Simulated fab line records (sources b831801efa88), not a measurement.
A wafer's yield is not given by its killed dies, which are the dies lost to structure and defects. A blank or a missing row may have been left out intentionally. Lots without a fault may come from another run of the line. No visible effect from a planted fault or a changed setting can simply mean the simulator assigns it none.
Comparing a struck lot with a sound one | flow sky130 | 17 steps out of a route of 708
Sound: wafers L559.2, L559.4, L559.6. The struck wafers were L570.3, L570.4, L570.5. The cause comes at the end.
Each step with rows lists, per side, the tool, then ch with its chambers, then its first start. Under that, the readings that differ: sound wafers | struck wafers | difference of the means | sigmas: that difference in standard deviations of wafers without a fault.
alike: readings with means less than 2 such deviations apart, plus words and numbers identical on both sides. not compared: withheld readings, readings lacking a value on some wafer, bounds such as >300 that could conceal the same value, and numbers that have no deviation in the record and whose values overlap.
The two part at a step that has a row with sigmas, a row that says differs or no value, or rows on one side only. Numbers that don't overlap but have no deviation are shown without sigmas and don't part them. A reading missing from all wafers of one side parts the sides only when that side holds two or more wafers.

first, 1 step without rows for these wafers: SKY_SD_P_DEVELOP_06 (develop time 60 s).
SKY_SD_P_CD_MEAS_07: the cd target is 380 nm.
  struck on cd-sem-01, day 30 11:57; sound on cd-sem-01, day 25 04:08
  alike: cd-nm
SKY_SD_P_OVL_MEAS_08:
  struck on overlay-01, day 30 12:02; sound on overlay-01, day 25 04:14
  alike: SD_P_OVL
after that, 1 step had no rows for these wafers: SKY_SD_P_IMPLANT_09.
SKY_SD_P_STRIP_10: strips in O2/N2.
  sound on plasma-asher-02 ch 0,1, day 25 04:25; struck on plasma-asher-04 ch 0,1, day 30 12:15
  alike: drypump-motor-current-A, oes-product-au, strip-time-to-endpoint-s
  not compared: rf-hours-counter-h
SKY_SD_P_TW_MEAS_11:
  struck on film-metro-01, day 30 12:20; sound on film-metro-03, day 25 04:32
  alike: SD_P_TW
then, 6 steps without rows for these wafers: SKY_RES_XHIGH_DEHYDRATE_00 (time 60 s); SKY_RES_XHIGH_HMDS_01 (prime time 60 s); SKY_RES_XHIGH_COAT_02 (resist thk 1140 nm); SKY_RES_XHIGH_SOFTBAKE_03 (time 60 s); SKY_RES_XHIGH_EXPOSE_04 (exposes mask URPM, target cd 1270 nm); SKY_RES_XHIGH_PEB_05.
SKY_RES_XHIGH_DEVELOP_06: develop time 60 s.
  struck on litho-track-01, day 31 15:25; sound on litho-track-01 ch 0, day 26 09:33
  no value came back on the struck wafers for chill-plate-temp-C (C), develop-time-s (s); on the sound wafers chill-plate-temp-C (C) reads 22.93 22.77 22.93
after that, 1 step had no rows for these wafers: SKY_RES_XHIGH_IMPLANT_07.
SKY_RES_XHIGH_STRIP_08: strips in O2/N2.
  sound on plasma-asher-01 ch 0, day 26 09:49; struck on plasma-asher-01 ch 0,1, day 31 15:43
  reading               | sound             | struck            | difference | sigmas
  oes-product-au (a.u.) | 0.710 0.714 0.715 | 0.696 0.705 0.705 | -0.011     | -2
  alike: drypump-motor-current-A, strip-time-to-endpoint-s
  not compared: rf-hours-counter-h
SKY_RES_XHIGH_TW_MEAS_09:
  struck on film-metro-02, day 31 15:47; sound on film-metro-01, day 26 09:56
  reading      | sound          | struck   | difference | sigmas
  RES_XHIGH_TW | 1625 1616 1624 | 31 31 31 | -1591      | -48
then, 1 step without rows for these wafers: SKY_SD_N_DEHYDRATE_00 (time 60 s).

WHERE THEY PART
Last at SKY_RES_XHIGH_TW_MEAS_09 as far as this record goes, first at SKY_RES_XHIGH_DEVELOP_06.

WHY: what the simulator had put in
Whole step skipped at SKY_RES_XHIGH_DEVELOP_06 on litho-track-01, starting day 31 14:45. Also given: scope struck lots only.
